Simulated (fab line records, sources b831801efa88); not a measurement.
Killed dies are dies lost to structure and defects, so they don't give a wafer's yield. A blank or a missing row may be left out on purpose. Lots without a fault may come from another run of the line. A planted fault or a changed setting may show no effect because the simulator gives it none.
fab line records | flow sky130
record lots=24 wafers=72 last_day=51
route steps=708 shown VT_ADJUST_LVTN@118 VT_ADJUST_PCH@152 LDD_P@263 LDD_HVP@288 LI_CONTACT@374 METAL1@450
lots that met no fault: from a run of the same line without faults
start_h: hours from the record's first day to the start of the lot's first wafer shown | wait_h: hours since the lot's step before | " the same as in the row above | L1.1+2: a row that stands for several wafers | - no value, or no start given | * or withheld: withheld | < > ~ a bound
route shown NAME@n: a module of which the file shows steps, and the number in the route of the first | usual: mean/standard deviation of fault-free wafers | same: alike in all rows | chamber/n: place in a boat | sites: the reading at each site | _std_site: their standard deviation | _edge_site: outer sites' mean less inner sites' | radius_mm: how far each site lies from the wafer's centre | mask NAME#n: copy n | behind: the tool/chamber that last shaped the wafer | hold: why the lot was held/for how many hours/how that ended | device: the transistor (n, p or np) that didn't switch | end of line: the same wafers' tests at the end of the route | a step without rows: its recipe alone | killed: dies lost to structure and defects at the first sort, not the wafer's yield | map: a wafer's dies, x killed, . not, _ none there
set.NAME: the setting as run; set.NAME@STEP: as run at that earlier step | model.NAME: the simulator's own value behind a step, which no gauge read
steps of the route over a sample of lots; a table a step, a row a wafer
services: from which hour (start_h, from the record's first day; less than 0 if before it) a tool's chamber was out of use, for how many hours, and why
## steps
# step SKY_VT_ADJUST_LVTN_TW_MEAS_21
# usual VT_ADJUST_LVTN_2_TW=188.8/1.7
# columns lot.wafer tool chamber start_h wait_h VT_ADJUST_LVTN_2_TW
L074.1 film_metro-02 - 169.97 0.1 186.7
L074.3 " - " " 187.1
L074.4 " - " " 186.0
L075.1 film_metro-04 - 178.76 0.1 188.7
L075.4 " - " " 189.2
L075.6 " - " " 188.4
L076.1 film_metro-04 - 183.45 0.1 188.5
L076.2 " - " " 189.7
L076.4 " - " " 188.1
L077.4 film_metro-02 - 190.23 0.1 187.5
L077.5 " - " " 186.5
L077.6 " - " " 186.5
L078.1 film_metro-02 - 199.32 0.1 187.6
L078.3 " - " " 186.6
L078.6 " - " " 187.5
L079.3 film_metro-04 - 202.29 0.1 188.9
L079.5 " - " " 190.3
L079.6 " - " " 190.5
L080.2 film_metro-02 - 208.91 0.1 187.8
L080.4 " - " " 187.6
L080.5 " - " " 187.9
L081.1 film_metro-02 - 215.37 0.1 188.3
L081.2 " - " " 188.5
L081.3 " - " " 188.2
L082.2 film_metro-04 - 225.21 0.1 190.3
L082.5 " - " " 189.7
L082.6 " - " " 190.9
L083.2 film_metro-03 - 233.46 0.1 189.6
L083.4 " - " " 190.4
L083.6 " - " " 190.1
L084.1 film_metro-03 - 237.25 0.1 190.4
L084.4 " - " " 189.6
L084.6 " - " " 189.9
L085.1 film_metro-04 - 245.32 0.1 189.7
L085.4 " - " " 189.9
L085.5 " - " " 190.8
L086.1 film_metro-03 - 252.12 0.1 188.9
L086.4 " - " " 188.0
L086.5 " - " " 189.4
L087.3 film_metro-03 - 255.58 0.1 189.1
L087.4 " - " " 189.0
L087.6 " - " " 191.2
L088.3 film_metro-03 - 266.09 0.1 190.2
L088.4 " - " " 190.0
L088.5 " - " " 190.8
L089.1 film_metro-02 - 281.27 0.1 186.4
L089.2 " - " " 185.7
L089.5 " - " " 185.4
L090.3 film_metro-04 - 283.58 0.1 191.8
L090.4 " - " " 190.1
L090.5 " - " " 190.6
L091.1 film_metro-02 - 285.38 0.1 185.8
L091.3 " - " " 186.3
L091.6 " - " " 186.0
L092.1 film_metro-04 - 287.77 0.1 190.7
L092.5 " - " " 191.5
L092.6 " - " " 191.6
L093.2 film_metro-04 - 288.71 0.1 190.7
L093.3 " - " " 190.1
L093.4 " - " " 190.1
L094.2 film_metro-02 - 311.21 0.1 186.4
L094.3 " - " " 187.4
L094.4 " - " " 188.1
L095.1 film_metro-02 - 312.47 0.1 186.5
L095.4 " - " " 187.6
L095.5 " - " " 187.9
L096.1 film_metro-04 - 313.80 0.1 189.7
L096.4 " - " " 189.0
L096.6 " - " " 188.4
L097.1 film_metro-02 - 330.37 0.1 187.9
L097.3 " - " " 187.5
L097.4 " - " " 187.9
# step SKY_VT_ADJUST_PCH_STRIP_09
# recipe chemistry=O2/N2 power_w=1400 pressure_mtorr=1500 platen_temp_c=withheld o2_flow_sccm=3000 n2_flow_sccm=300 overash_fraction=0.5
# usual drypump_motor_current_A=6.0/0.35 oes_product_au=0.722/0.0043 strip_time_to_endpoint_s=36.97/0.1
# columns lot.wafer tool chamber start_h wait_h drypump_motor_current_A oes_product_au rf_hours_counter_h strip_time_to_endpoint_s
L074.1 plasma_asher-03 1 237.97 0.1 6.1 0.718 43 36.97
L074.3 " 1 " " 6.1 0.719 - 37.04
L074.4 " 0 " " 6.0 0.722 - 37.05
L075.1 plasma_asher-03 0 247.76 0.1 6.1 0.724 44 36.83
L075.4 " 0 " " 6.1 0.721 - 37.01
L075.6 " 1 " " 6.1 0.720 - 36.94
L076.1 plasma_asher-03 1 253.31 0.1 6.1 0.715 45 36.88
L076.2 " 0 " " 6.0 0.727 45 36.91
L076.4 " 1 " " 6.1 0.722 - 36.82
L077.4 plasma_asher-03 0 260.00 0.1 6.1 0.730 - 36.92
L077.5 " 0 " " 6.1 0.721 - 36.99
L077.6 " 1 " " 6.1 0.721 - 36.95
L078.1 plasma_asher-04 0 279.16 0.1 6.4 0.720 62 36.93
L078.3 " 1 " " 6.1 0.727 - 37.02
L078.6 " 0 " " 6.4 0.719 - 37.06
L079.3 plasma_asher-01 0 281.55 0.1 5.2 0.724 - 36.78
L079.5 " 1 " " 6.4 0.719 - 36.86
L079.6 " 0 " " 5.2 0.718 - 36.91
L080.2 plasma_asher-04 0 283.62 0.1 6.4 0.720 62 37.00
L080.4 " 0 " " 6.4 0.730 - 36.99
L080.5 " 1 " " 6.0 0.721 - 37.09
L081.1 plasma_asher-01 0 285.22 0.1 5.2 0.718 46 36.92
L081.2 " 1 " " 6.3 0.716 46 36.97
L081.3 " 0 " " 5.3 0.720 - 37.03
L082.2 plasma_asher-01 1 306.57 0.1 6.4 0.722 47 36.97
L082.5 " 1 " " 6.4 0.718 - 37.02
L082.6 " 0 " " 5.3 0.722 - 37.13
L083.2 plasma_asher-03 0 309.72 0.1 6.0 0.726 50 36.86
L083.4 " 0 " " 6.1 0.724 - 36.87
L083.6 " 0 " " 6.1 0.719 - 36.81
L084.1 plasma_asher-01 1 311.16 0.1 6.4 0.725 47 37.16
L084.4 " 0 " " 5.3 0.727 - 37.21
L084.6 " 0 " " 5.3 0.725 - 37.21
L085.1 plasma_asher-04 0 314.71 0.1 6.4 0.726 66 36.82
L085.4 " 0 " " 6.3 0.727 - 36.90
L085.5 " 1 " " 6.1 0.723 - 36.86
L086.1 plasma_asher-04 1 338.47 0.1 6.0 0.724 68 37.03
L086.4 " 0 " " 6.4 0.720 - 37.01
L086.5 " 1 " " 6.0 0.725 - 37.10
L087.3 plasma_asher-01 1 338.85 0.1 6.4 0.720 - 36.87
L087.4 " 0 " " 5.3 0.725 - 36.82
L087.6 " 1 " " 6.3 0.720 - 36.93
L088.3 plasma_asher-04 0 340.99 0.1 6.4 0.729 - 36.99
L088.4 " 1 " " 6.0 0.724 - 36.99
L088.5 " 0 " " 6.3 0.714 - 36.76
L089.1 plasma_asher-04 0 360.31 0.1 6.4 0.722 70 37.09
L089.2 " 1 " " 6.0 0.719 70 37.17
L089.5 " 0 " " 6.4 0.725 - 36.99
L090.3 plasma_asher-01 0 363.35 0.1 5.2 0.722 - 36.95
L090.4 " 1 " " 6.4 0.724 - 36.84
L090.5 " 0 " " 5.3 0.725 - 36.83
L091.1 plasma_asher-04 0 366.87 0.1 6.3 0.720 71 36.97
L091.3 " 1 " " 6.0 0.715 - 37.09
L091.6 " 0 " " 6.4 0.718 - 36.98
L092.1 plasma_asher-03 0 369.66 0.1 6.1 0.719 56 36.84
L092.5 " 0 " " 6.1 0.723 - 36.93
L092.6 " 1 " " 6.1 0.718 - 36.90
L093.2 plasma_asher-04 1 370.22 0.1 6.0 0.722 71 36.86
L093.3 " 1 " " 6.0 0.721 - 36.96
L093.4 " 0 " " 6.4 0.724 - 37.02
L094.2 plasma_asher-01 1 394.66 0.1 6.4 0.722 55 36.95
L094.3 " 1 " " 6.3 0.718 - 36.98
L094.4 " 0 " " 5.3 0.712 - 36.92
L095.1 plasma_asher-04 1 396.51 0.1 6.0 0.721 74 36.92
L095.4 " 1 " " 6.0 0.716 - 37.10
L095.5 " 1 " " 6.0 0.727 - 37.08
L096.1 plasma_asher-03 1 398.62 0.1 6.0 0.724 59 37.07
L096.4 " 0 " " 6.1 0.717 - 37.03
L096.6 " 0 " " 6.0 0.725 - 36.91
L097.1 plasma_asher-03 0 416.52 0.1 6.1 0.724 60 36.99
L097.3 " 0 " " 6.1 0.727 - 36.94
L097.4 " 1 " " 6.1 0.724 - 37.00
# step SKY_LDD_P_OVL_MEAS_08
# usual LDD_P_OVL=-0.3/1.2
# columns lot.wafer tool chamber start_h wait_h LDD_P_OVL[nm]
L074.1 overlay-02 - 454.70 0.1 -1.4
L074.3 " - " " 0.0
L074.4 " - " " 1.4
L076.1 overlay-02 - 474.30 0.1 0.6
L076.2 " - " " 1.2
L076.4 " - " " 0.9
L077.4 overlay-02 - 478.01 0.1 -1.1
L077.5 " - " " -2.5
L077.6 " - " " -2.3
L075.1 overlay-01 - 478.25 0.1 0.1
L075.4 " - " " 0.7
L075.6 " - " " -0.5
L078.1 overlay-01 - 497.38 0.1 -0.5
L078.3 " - " " -0.2
L078.6 " - " " -0.7
L079.3 overlay-01 - 502.83 0.1 -1.8
L079.5 " - " " -2.8
L079.6 " - " " -1.1
L080.2 overlay-02 - 505.40 0.1 -2.7
L080.4 " - " " -0.7
L080.5 " - " " 0.2
L081.1 overlay-01 - 508.95 0.1 1.3
L081.2 " - " " -0.8
L081.3 " - " " 0.0
L082.2 overlay-02 - 530.48 0.1 -2.0
L082.5 " - " " 1.8
L082.6 " - " " 1.5
L083.2 overlay-02 - 535.18 0.1 0.0
L083.4 " - " " -0.1
L083.6 " - " " -0.3
L084.1 overlay-02 - 538.08 0.1 1.0
L084.4 " - " " -1.4
L084.6 " - " " 0.5
L085.1 overlay-02 - 551.74 0.1 -1.4
L085.4 " - " " -1.1
L085.5 " - " " -0.5
L087.3 overlay-02 - 564.09 0.1 -0.2
L087.4 " - " " -0.3
L087.6 " - " " -1.9
L086.1 overlay-02 - 568.63 0.1 -0.2
L086.4 " - " " -0.3
L086.5 " - " " 0.4
L088.3 overlay-02 - 569.11 0.1 -1.0
L088.4 " - " " -0.5
L088.5 " - " " 0.1
L089.1 overlay-02 - 586.69 0.1 -2.7
L089.2 " - " " -0.6
L089.5 " - " " -0.1
L090.3 overlay-02 - 591.79 0.1 0.3
L090.4 " - " " 1.0
L090.5 " - " " 1.0
L091.1 overlay-02 - 592.64 0.1 -1.0
L091.3 " - " " -1.0
L091.6 " - " " 0.5
L092.1 overlay-02 - 597.03 0.1 -1.3
L092.5 " - " " -1.4
L092.6 " - " " -3.3
L093.2 overlay-02 - 601.11 0.1 -1.3
L093.3 " - " " -1.1
L093.4 " - " " -0.6
L094.2 overlay-02 - 623.08 0.1 0.6
L094.3 " - " " 0.2
L094.4 " - " " 0.2
L095.1 overlay-02 - 627.50 0.1 0.0
L095.4 " - " " -0.7
L095.5 " - " " -1.0
L096.1 overlay-02 - 628.10 0.1 -0.2
L096.4 " - " " -1.0
L096.6 " - " " -1.3
L097.1 overlay-02 - 646.43 0.1 0.8
L097.3 " - " " 0.4
L097.4 " - " " 1.4
# step SKY_LDD_HVP_TW_MEAS_10
# usual LDD_HVP_TW=458/3.6
# columns lot.wafer tool chamber start_h wait_h LDD_HVP_TW
L074.1 film_metro-03 - 515.61 0.1 457
L074.3 " - " " 460
L074.4 " - " " 458
L076.1 film_metro-03 - 537.04 0.1 455
L076.2 " - " " 456
L076.4 " - " " 455
L077.4 film_metro-03 - 540.34 0.1 456
L077.5 " - " " 459
L077.6 " - " " 458
L075.1 film_metro-04 - 540.79 0.1 462
L075.4 " - " " 459
L075.6 " - " " 460
L078.1 film_metro-03 - 558.87 0.1 459
L078.3 " - " " 458
L078.6 " - " " 458
L079.3 film_metro-04 - 563.98 0.1 462
L079.5 " - " " 461
L079.6 " - " " 457
L080.2 film_metro-04 - 566.15 0.1 461
L080.4 " - " " 461
L080.5 " - " " 460
L081.1 film_metro-04 - 569.56 0.1 461
L081.2 " - " " 462
L081.3 " - " " 460
L082.2 film_metro-03 - 590.70 0.1 460
L082.5 " - " " 462
L082.6 " - " " 460
L083.2 film_metro-03 - 595.03 0.1 459
L083.4 " - " " 461
L083.6 " - " " 461
L084.1 film_metro-03 - 597.49 0.1 462
L084.4 " - " " 458
L084.6 " - " " 462
L085.1 film_metro-03 - 612.32 0.1 459
L085.4 " - " " 460
L085.5 " - " " 457
L087.3 film_metro-04 - 624.46 0.1 462
L087.4 " - " " 462
L087.6 " - " " 461
L086.1 film_metro-02 - 627.69 0.1 453
L086.4 " - " " 452
L086.5 " - " " 455
L088.3 film_metro-02 - 628.08 0.1 454
L088.4 " - " " 453
L088.5 " - " " 452
L089.1 film_metro-04 - 645.69 0.1 463
L089.2 " - " " 463
L089.5 " - " " 463
L090.3 film_metro-04 - 651.33 0.1 461
L090.4 " - " " 461
L090.5 " - " " 458
L091.1 film_metro-02 - 651.99 0.1 451
L091.3 " - " " 450
L091.6 " - " " 451
L092.1 film_metro-02 - 656.12 0.1 451
L092.5 " - " " 453
L092.6 " - " " 453
L093.2 film_metro-03 - 659.82 0.1 457
L093.3 " - " " 457
L093.4 " - " " 458
L094.2 film_metro-02 - 681.38 0.1 453
L094.3 " - " " 452
L094.4 " - " " 451
L095.1 film_metro-04 - 685.39 0.1 463
L095.4 " - " " 462
L095.5 " - " " 462
L096.1 film_metro-03 - 686.82 0.1 461
L096.4 " - " " 461
L096.6 " - " " 459
L097.1 film_metro-04 - 703.99 0.1 458
L097.3 " - " " 457
L097.4 " - " " 461
# step SKY_LI_CONTACT_CD_MEAS_12
# recipe target_cd_nm=170
# usual cd_nm=169.8/1.5
# columns lot.wafer tool chamber start_h wait_h cd_nm
L074.1 cd_sem-02 - 695.01 - 169.9
L074.3 " - " " 168.0
L074.4 " - " " 169.4
L076.1 cd_sem-02 - 716.68 - 169.8
L076.2 " - " " 170.8
L076.4 " - " " 169.8
L077.4 cd_sem-01 - 719.12 - 170.9
L077.5 " - " " 171.6
L077.6 " - " " 172.6
L075.1 cd_sem-02 - 720.72 - 170.1
L075.4 " - " " 169.6
L075.6 " - " " 169.5
L078.1 cd_sem-01 - 737.83 - 169.2
L078.3 " - " " 168.8
L078.6 " - " " 168.6
L079.3 cd_sem-01 - 741.21 - 169.8
L079.5 " - " " 170.6
L079.6 " - " " 169.7
L081.1 cd_sem-02 - 747.82 - 170.2
L081.2 " - " " 171.2
L081.3 " - " " 169.0
L080.2 cd_sem-01 - 748.84 - 172.3
L080.4 " - " " 173.1
L080.5 " - " " 172.1
L082.2 cd_sem-01 - 766.45 - 169.9
L082.5 " - " " 169.3
L082.6 " - " " 170.3
L083.2 cd_sem-01 - 769.55 - 168.9
L083.4 " - " " 167.4
L083.6 " - " " 166.7
L084.1 cd_sem-01 - 774.98 - 171.1
L084.4 " - " " 171.0
L084.6 " - " " 170.4
L085.1 cd_sem-01 - 784.03 - 171.8
L085.4 " - " " 172.6
L085.5 " - " " 172.0
L087.3 cd_sem-02 - 798.47 - 170.9
L087.4 " - " " 171.8
L087.6 " - " " 170.8
L086.1 cd_sem-01 - 801.51 - 167.6
L086.4 " - " " 168.2
L086.5 " - " " 168.4
L088.3 cd_sem-01 - 804.30 - 169.4
L088.4 " - " " 169.8
L088.5 " - " " 168.6
L089.1 cd_sem-01 - 818.61 - 169.3
L089.2 " - " " 169.4
L089.5 " - " " 169.8
L090.3 cd_sem-02 - 820.90 - 170.8
L090.4 " - " " 169.0
L090.5 " - " " 169.9
L091.1 cd_sem-02 - 822.11 - 169.2
L091.3 " - " " 169.1
L091.6 " - " " 170.1
L092.1 cd_sem-02 - 830.23 - 169.8
L092.5 " - " " 167.4
L092.6 " - " " 168.1
L093.2 cd_sem-01 - 832.03 - 168.7
L093.3 " - " " 169.6
L093.4 " - " " 169.1
L094.2 cd_sem-02 - 848.85 - 169.1
L094.3 " - " " 168.2
L094.4 " - " " 167.2
L095.1 cd_sem-01 - 855.76 - 171.0
L095.4 " - " " 171.4
L095.5 " - " " 172.0
L096.1 cd_sem-01 - 857.66 - 172.7
L096.4 " - " " 171.9
L096.6 " - " " 171.4
L097.1 cd_sem-01 - 872.06 - 169.7
L097.3 " - " " 169.3
L097.4 " - " " 169.1
# step SKY_METAL1_OVL_MEAS_16
# usual METAL1_OVL=0/5.2
# columns lot.wafer tool chamber start_h wait_h METAL1_OVL[nm]
L074.1 overlay-02 - 783.80 0.1 4
L074.3 " - " " 0
L074.4 " - " " 4
L076.1 overlay-02 - 805.15 0.1 0
L076.2 " - " " 4
L076.4 " - " " 2
L077.4 overlay-01 - 807.07 0.1 -4
L077.5 " - " " -9
L077.6 " - " " 0
L075.1 overlay-02 - 808.50 0.1 1
L075.4 " - " " -4
L075.6 " - " " -3
L078.1 overlay-01 - 824.33 0.1 0
L078.3 " - " " -1
L078.6 " - " " 0
L079.3 overlay-01 - 828.16 0.1 -8
L079.5 " - " " 2
L079.6 " - " " -6
L081.1 overlay-01 - 834.41 0.1 -1
L081.2 " - " " -2
L081.3 " - " " -3
L080.2 overlay-02 - 836.06 0.1 6
L080.4 " - " " 3
L080.5 " - " " 4
L082.2 overlay-01 - 852.61 0.1 -4
L082.5 " - " " 1
L082.6 " - " " -4
L083.2 overlay-01 - 857.02 0.1 7
L083.4 " - " " 5
L083.6 " - " " 3
L084.1 overlay-01 - 861.18 0.1 4
L084.4 " - " " 4
L084.6 " - " " 2
L085.1 overlay-02 - 869.80 0.1 4
L085.4 " - " " 2
L085.5 " - " " 0
L087.3 overlay-01 - 883.74 0.1 0
L087.4 " - " " 1
L087.6 " - " " 6
L086.1 overlay-02 - 887.98 0.1 -7
L086.4 " - " " -3
L086.5 " - " " 0
L088.3 overlay-01 - 889.51 0.1 -12
L088.4 " - " " -12
L088.5 " - " " -8
L089.1 overlay-01 - 902.75 0.1 3
L089.2 " - " " 8
L089.5 " - " " 6
L090.3 overlay-01 - 904.91 0.1 3
L090.4 " - " " 6
L090.5 " - " " -1
L091.1 overlay-02 - 907.00 0.1 1
L091.3 " - " " -6
L091.6 " - " " -2
L092.1 overlay-01 - 914.90 0.1 -12
L092.5 " - " " 2
L092.6 " - " " -17
L093.2 overlay-01 - 916.06 0.1 -4
L093.3 " - " " -2
L093.4 " - " " 6
L094.2 overlay-02 - 932.56 0.1 0
L094.3 " - " " 4
L094.4 " - " " -1
L095.1 overlay-01 - 936.98 0.1 -5
L095.4 " - " " 0
L095.5 " - " " -5
L096.1 overlay-01 - 941.40 0.1 5
L096.4 " - " " 1
L096.6 " - " " 2
L097.1 overlay-01 - 954.10 0.1 4
L097.3 " - " " 2
L097.4 " - " " 2
## services
# columns tool chamber start_h hours kind
plasma_asher-01 - 286.27 4.3 pm
plasma_asher-01 - 313.55 0.9 repair
plasma_asher-03 - 376.76 8.6 repair
## key
fault none
